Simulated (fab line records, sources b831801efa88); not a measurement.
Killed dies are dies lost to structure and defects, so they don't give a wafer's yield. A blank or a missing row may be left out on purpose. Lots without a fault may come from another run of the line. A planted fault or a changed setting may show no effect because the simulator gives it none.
Chamber matching | flow sky130 | SKY_VIA1_ETCH_15 on rie_diel-03: 4 sister chambers
The step etches SiO2 in C4F8/O2/Ar, stops on TiN, target depth 351 nm, time 54 s. 7 wafers are shown with their chamber, then 9 later ones without.

WAFERS WITH THEIR CHAMBER
wafer  | chamber | oes_product_au (a.u.) | bias_w (W)
L077.6 | 1       | 0.993                 | 1199
L078.1 | 1       | 0.989                 | 1201
L078.6 | 3       | 0.979                 | 1198
L079.1 | 2       | 0.985                 | 1204
L081.3 | 0       | 0.990                 | 1198
L081.4 | 2       | 0.988                 | 1197
L081.5 | 0       | 0.987                 | 1197

WAFERS WITHOUT THEIR CHAMBER
wafer  | oes_product_au (a.u.) | bias_w (W)
L087.1 | 0.974                 | 1195
L087.3 | 0.989                 | 1199
L087.4 | 0.987                 | 1204
L089.1 | 0.981                 | 1203
L089.2 | 0.983                 | 1199
L089.4 | 0.983                 | 1194
L096.2 | 0.985                 | 1204
L096.4 | 0.981                 | 1205
L096.6 | 0.977                 | 1202

WHICH CHAMBER EACH WENT THROUGH
wafer  | from the rows above               | in truth
L087.1 | 3                                 | 3
L087.3 | can't be placed: 0 or 1 or 2      | 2
L087.4 | can't be placed: 2 or 1 or 0      | 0
L089.1 | can't be placed: 3 or 2 or 0      | 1
L089.2 | can't be placed: 2 or 3 or 0 or 1 | 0
L089.4 | can't be placed: 3 or 0 or 2 or 1 | 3
L096.2 | can't be placed: 2 or 0 or 1 or 3 | 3
L096.4 | can't be placed: 3 or 2 or 0      | 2
L096.6 | 3                                 | 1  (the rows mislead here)
Placed correctly: 1 of 9. Can't be placed from these rows: 7 (the true chamber is among the candidates in 6). Placed wrongly: 1.
How it was worked out, from the rows above alone: a wafer's distance from a chamber is the root of the sum, over the readings, of the square of ((its reading less the chamber's mean) divided by the reading's scatter). The wafer belongs to the nearest chamber; if the next one is less than 2 further off, it can't be placed. A chamber's mean is the mean of its shown wafers. The scatter: the root of (the sum of the squares of (reading less its chamber's mean) over the shown wafers, divided by (wafers less chambers)).
